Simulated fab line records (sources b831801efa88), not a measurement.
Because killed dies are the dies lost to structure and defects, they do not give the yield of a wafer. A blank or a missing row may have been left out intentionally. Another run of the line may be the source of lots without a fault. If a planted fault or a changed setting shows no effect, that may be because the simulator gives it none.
Which tool was responsible? | flow gf180mcu | 72 wafers from 24 lots sampled at 6 of the route's 602 steps

== WHAT THE GAUGES SHOWED, per wafer ==
GF_V2_RS_MEAS_24: uses a four-point probe to measure. Usual: V2_W_RS 0.327 ohm/sq, standard deviation 0.0036.
lot  | measured     | on            | V2_W_RS (ohm/sq)  | flag
L074 | day 20 03:26 | film-metro-03 | 0.323 0.322 0.331 |
L075 | day 20 13:51 | film-metro-03 | 0.326 0.326 0.327 |
L076 | day 21 00:13 | film-metro-03 | 0.336 0.333 0.337 |
L077 | day 21 12:58 | film-metro-01 | 0.324 0.328 0.326 |
L078 | day 21 22:46 | film-metro-03 | 0.325 0.323 0.323 |
L079 | day 22 06:11 | film-metro-03 | 0.329 0.332 0.333 |
L080 | day 22 11:15 | film-metro-01 | 0.321 0.326 0.327 |
L081 | day 22 22:04 | film-metro-04 | 0.322 0.328 0.333 |
L082 | day 23 13:53 | film-metro-04 | 0.328 0.328 0.329 |
L083 | day 23 17:24 | film-metro-04 | 0.332 0.328 0.328 |
L084 | day 24 02:24 | film-metro-01 | 0.326 0.322 0.327 |
L085 | day 24 13:45 | film-metro-01 | 0.322 0.326 0.328 |
L086 | day 24 17:17 | film-metro-04 | 0.322 0.332 0.328 |
L087 | day 25 07:02 | film-metro-03 | 0.329 0.327 0.324 |
L088 | day 25 09:27 | film-metro-03 | 0.321 0.331 0.326 |
L089 | day 25 17:50 | film-metro-01 | 0.323 0.324 0.330 |
L090 | day 26 01:17 | film-metro-03 | 0.324 0.325 0.327 |
L091 | day 26 04:57 | film-metro-01 | 0.329 0.331 0.330 |
L092 | day 26 09:16 | film-metro-04 | 0.330 0.327 0.325 |
L093 | day 26 19:23 | film-metro-04 | 0.322 0.329 0.322 |
L094 | day 27 04:52 | film-metro-01 | 0.328 0.323 0.327 |
L095 | day 27 05:44 | film-metro-01 | 0.327 0.326 0.328 |
L096 | day 27 15:06 | film-metro-04 | 0.326 0.335 0.328 |
L097 | day 27 22:24 | film-metro-03 | 0.324 0.322 0.322 |

GF_M4_THK_MEAS_06: measures by xrf. Usual: M4_ALCU_THK 451 nm, standard deviation 5.3.
lot  | measured     | on            | M4_ALCU_THK (nm) | flag
L074 | day 22 06:58 | film-metro-02 | 444 443 448      |
L075 | day 22 16:57 | film-metro-02 | 448 442 446      |
L076 | day 23 03:23 | film-metro-02 | 464 454 452      |
L077 | day 23 14:59 | film-metro-01 | 457 454 448      |
L078 | day 24 00:31 | film-metro-03 | 455 449 449      |
L079 | day 24 08:05 | film-metro-01 | 449 448 452      |
L080 | day 24 13:12 | film-metro-01 | 459 459 458      |
L081 | day 24 22:04 | film-metro-01 | 457 460 462      |
L082 | day 25 13:46 | film-metro-03 | 459 453 459      |
L083 | day 25 16:50 | film-metro-03 | 451 451 451      |
L084 | day 26 01:45 | film-metro-01 | 448 454 448      |
L085 | day 26 12:38 | film-metro-01 | 449 454 456      |
L086 | day 26 15:16 | film-metro-03 | 441 442 447      |
L087 | day 27 05:18 | film-metro-03 | 443 448 446      |
L088 | day 27 06:43 | film-metro-02 | 457 460 449      |
L089 | day 27 15:05 | film-metro-02 | 449 449 457      |
L090 | day 27 22:07 | film-metro-02 | 457 448 450      |
L091 | day 28 00:55 | film-metro-03 | 452 454 450      |
L092 | day 28 05:47 | film-metro-02 | 450 447 441      |
L093 | day 28 14:23 | film-metro-02 | 445 442 444      |
L094 | day 28 22:59 | film-metro-02 | 445 451 446      |
L095 | day 29 00:40 | film-metro-01 | 452 446 442      |
L096 | day 29 10:17 | film-metro-02 | 452 455 462      |
L097 | day 29 16:40 | film-metro-02 | 448 450 452      |

GF_V4_RS_MEAS_24: uses a four-point probe to measure. Usual: V4_W_RS 0.326 ohm/sq, standard deviation 0.0034.
lot  | measured     | on            | V4_W_RS (ohm/sq)  | flag
L074 | day 24 06:14 | film-metro-04 | 0.325 0.326 0.330 |
L075 | day 24 16:27 | film-metro-03 | 0.320 0.323 0.324 |
L076 | day 25 03:10 | film-metro-04 | 0.325 0.329 0.327 |
L077 | day 25 13:04 | film-metro-01 | 0.321 0.324 0.325 |
L078 | day 25 21:26 | film-metro-04 | 0.324 0.324 0.326 |
L079 | day 26 04:53 | film-metro-04 | 0.330 0.327 0.329 |
L080 | day 26 09:29 | film-metro-03 | 0.327 0.322 0.325 |
L081 | day 26 19:44 | film-metro-04 | 0.329 0.328 0.328 |
L082 | day 27 08:58 | film-metro-01 | 0.331 0.327 0.334 |
L083 | day 27 11:36 | film-metro-03 | 0.327 0.331 0.328 |
L084 | day 27 20:11 | film-metro-03 | 0.318 0.323 0.323 |
L085 | day 28 06:49 | film-metro-03 | 0.330 0.329 0.330 |
L086 | day 28 10:08 | film-metro-03 | 0.328 0.331 0.331 |
L087 | day 28 21:35 | film-metro-03 | 0.325 0.326 0.323 |
L088 | day 29 00:25 | film-metro-03 | 0.329 0.333 0.327 |
L089 | day 29 08:26 | film-metro-03 | 0.325 0.322 0.330 |
L090 | day 29 15:29 | film-metro-04 | 0.324 0.326 0.323 |
L091 | day 29 16:50 | film-metro-01 | 0.322 0.324 0.327 |
L092 | day 29 22:47 | film-metro-04 | 0.326 0.321 0.323 |
L093 | day 30 07:17 | film-metro-03 | 0.321 0.324 0.322 |
L094 | day 30 13:44 | film-metro-01 | 0.325 0.325 0.325 |
L095 | day 30 16:00 | film-metro-03 | 0.332 0.328 0.330 |
L096 | day 31 01:19 | film-metro-03 | 0.327 0.326 0.324 |
L097 | day 31 06:26 | film-metro-04 | 0.325 0.326 0.328 |

== WHICH TOOL RAN EACH LOT (tool, then ch and the chambers of the sampled wafers, then the start) ==
lot  | GF_V2_CVD_23                  | GF_V3_SPUTTER_21             | GF_V4_CVD_02
L074 | cvd-w-01 ch 0,1, day 20 03:19 | pvd-sputter-04, day 22 05:56 | pecvd-02 ch 0,2, day 23 06:21
L075 | cvd-w-02 ch 0,1, day 20 13:44 | pvd-sputter-01, day 22 15:55 | pecvd-02 ch 0,1,2, day 23 16:28
L076 | cvd-w-02 ch 0,1, day 21 00:06 | pvd-sputter-01, day 23 02:22 | pecvd-03 ch 0,1,2, day 24 03:05
L077 | cvd-w-01 ch 1, day 21 12:49   | pvd-sputter-04, day 23 13:57 | pecvd-01 ch 0,2, day 24 14:19
L078 | cvd-w-01 ch 0,1, day 21 22:39 | pvd-sputter-04, day 23 23:29 | pecvd-02 ch 0,1,2, day 24 23:13
L079 | cvd-w-02 ch 0,1, day 22 06:04 | pvd-sputter-04, day 24 07:03 | pecvd-02 ch 0,1,2, day 25 06:17
L080 | cvd-w-01 ch 0,1, day 22 11:08 | pvd-sputter-04, day 24 12:10 | pecvd-01 ch 0,1,2, day 25 11:01
L081 | cvd-w-02 ch 0,1, day 22 21:58 | pvd-sputter-01, day 24 21:01 | pecvd-01 ch 0,1, day 25 20:32
L082 | cvd-w-02 ch 0,1, day 23 13:46 | pvd-sputter-01, day 25 12:43 | pecvd-02 ch 0,2, day 26 10:58
L083 | cvd-w-02 ch 1, day 23 17:16   | pvd-sputter-01, day 25 15:47 | pecvd-01 ch 1,2, day 26 14:07
L084 | cvd-w-01 ch 0,1, day 24 02:17 | pvd-sputter-01, day 26 00:43 | pecvd-02 ch 0,1,2, day 26 22:34
L085 | cvd-w-02 ch 0,1, day 24 13:38 | pvd-sputter-04, day 26 11:37 | pecvd-02 ch 0,1,2, day 27 09:22
L086 | cvd-w-01 ch 0,1, day 24 17:10 | pvd-sputter-03, day 26 14:14 | pecvd-02 ch 0,1, day 27 12:35
L087 | cvd-w-01 ch 0,1, day 25 06:55 | pvd-sputter-04, day 27 04:16 | pecvd-02 ch 0,1, day 28 01:05
L088 | cvd-w-01 ch 0,1, day 25 09:19 | pvd-sputter-03, day 27 05:40 | pecvd-02 ch 0,1, day 28 03:59
L089 | cvd-w-01 ch 0,1, day 25 17:42 | pvd-sputter-04, day 27 14:03 | pecvd-01 ch 0,2, day 28 11:36
L090 | cvd-w-02 ch 0,1, day 26 01:10 | pvd-sputter-04, day 27 21:05 | pecvd-03 ch 0,1, day 28 18:40
L091 | cvd-w-01 ch 0,1, day 26 04:49 | pvd-sputter-01, day 27 23:47 | pecvd-01 ch 0,1,2, day 28 20:53
L092 | cvd-w-01 ch 1, day 26 09:08   | pvd-sputter-01, day 28 04:45 | pecvd-01 ch 0,1,2, day 29 01:58
L093 | cvd-w-01 ch 0,1, day 26 19:17 | pvd-sputter-03, day 28 13:21 | pecvd-01 ch 1,2, day 29 10:29
L094 | cvd-w-01 ch 0,1, day 27 04:44 | pvd-sputter-04, day 28 21:57 | pecvd-01 ch 0,2, day 29 17:47
L095 | cvd-w-02 ch 1, day 27 05:37   | pvd-sputter-01, day 28 23:38 | pecvd-01 ch 0,2, day 29 19:41
L096 | cvd-w-01 ch 0,1, day 27 14:58 | pvd-sputter-01, day 29 08:58 | pecvd-02 ch 0,1,2, day 30 06:13
L097 | cvd-w-02 ch 0,1, day 27 22:16 | pvd-sputter-01, day 29 15:37 | pecvd-01 ch 0,1,2, day 30 11:14
- GF_V2_CVD_23: deposits W, target thk 350 nm, time 104.94 s.
- GF_V3_SPUTTER_21: material Ti, target thk 15 nm, time 80.02 s.
- GF_V4_CVD_02: deposits SiO2 from TEOS, target thk 850 nm, time 94.851 s.

== WHAT THE TOOLS THEMSELVES READ (means of the sampled wafers that have a number; where no wafer has one, the mark that the record gives instead) ==
GF_V2_CVD_23. Usual: 740 W for heater-power-w, sd 56.
lot  | tool     | heater-power-w (W) | flag
L074 | cvd-w-01 | 743                |
L075 | cvd-w-02 | 778                |
L076 | cvd-w-02 | 779                |
L077 | cvd-w-01 | 686                |
L078 | cvd-w-01 | 748                |
L079 | cvd-w-02 | 773                |
L080 | cvd-w-01 | 739                |
L081 | cvd-w-02 | 777                |
L082 | cvd-w-02 | 736                |
L083 | cvd-w-02 | 698                |
L084 | cvd-w-01 | 737                |
L085 | cvd-w-02 | 784                |
L086 | cvd-w-01 | 746                |
L087 | cvd-w-01 | 750                |
L088 | cvd-w-01 | 746                |
L089 | cvd-w-01 | 734                |
L090 | cvd-w-02 | 777                |
L091 | cvd-w-01 | 710                |
L092 | cvd-w-01 | 670                |
L093 | cvd-w-01 | 700                |
L094 | cvd-w-01 | 755                |
L095 | cvd-w-02 | 709                |
L096 | cvd-w-01 | 751                |
L097 | cvd-w-02 | 744                |

GF_V3_SPUTTER_21. Usual: 30.3 % for throttle-valve-pct, sd 1.1.
lot  | tool           | throttle-valve-pct (%) | flag
L074 | pvd-sputter-04 | 29.4                   |
L075 | pvd-sputter-01 | 31.0                   |
L076 | pvd-sputter-01 | 31.2                   |
L077 | pvd-sputter-04 | 29.6                   |
L078 | pvd-sputter-04 | 29.7                   |
L079 | pvd-sputter-04 | 29.3                   |
L080 | pvd-sputter-04 | 29.1                   |
L081 | pvd-sputter-01 | 31.3                   |
L082 | pvd-sputter-01 | 30.7                   |
L083 | pvd-sputter-01 | 31.0                   |
L084 | pvd-sputter-01 | 30.9                   |
L085 | pvd-sputter-04 | 30.0                   |
L086 | pvd-sputter-03 | 29.3                   |
L087 | pvd-sputter-04 | 29.5                   |
L088 | pvd-sputter-03 | 29.3                   |
L089 | pvd-sputter-04 | 29.5                   |
L090 | pvd-sputter-04 | 29.1                   |
L091 | pvd-sputter-01 | 31.0                   |
L092 | pvd-sputter-01 | 31.4                   |
L093 | pvd-sputter-03 | 28.5                   |
L094 | pvd-sputter-04 | 29.8                   |
L095 | pvd-sputter-01 | 31.1                   |
L096 | pvd-sputter-01 | 31.0                   |
L097 | pvd-sputter-01 | 30.9                   |

GF_V4_CVD_02. Usual: 676 W for heater-power-w, sd 110.
lot  | tool     | heater-power-w (W) | flag
L074 | pecvd-02 | 584                |
L075 | pecvd-02 | 760                |
L076 | pecvd-03 | 536                |
L077 | pecvd-01 | 635                |
L078 | pecvd-02 | 727                |
L079 | pecvd-02 | 730                |
L080 | pecvd-01 | 686                |
L081 | pecvd-01 | 650                |
L082 | pecvd-02 | 716                |
L083 | pecvd-01 | 672                |
L084 | pecvd-02 | 730                |
L085 | pecvd-02 | 692                |
L086 | pecvd-02 | 836                |
L087 | pecvd-02 | 772                |
L088 | pecvd-02 | 810                |
L089 | pecvd-01 | 692                |
L090 | pecvd-03 | 563                |
L091 | pecvd-01 | 686                |
L092 | pecvd-01 | 659                |
L093 | pecvd-01 | 726                |
L094 | pecvd-01 | 736                |
L095 | pecvd-01 | 688                |
L096 | pecvd-02 | 669                |
L097 | pecvd-01 | 639                |

== THE ANSWER, worked out from the rows above alone ==
Rule: lot off if the mean of its wafers having a number is beyond 3 standard deviations from the usual mean. Also off: a lot with no number at a reading for which 4 or more lots have one. Any other lot the step has rows for is counted as sound. After the gauges, taken in route order, come the tools' own readings; for these a lot's mean is taken, as printed above. The first step at which some lot is off is used, and at that step the reading that is off furthest; a lot without a number counts as furthest.
None of the lots is off at any reading shown; this tells nothing.

== WHAT THE SIMULATOR HAD INSERTED ==
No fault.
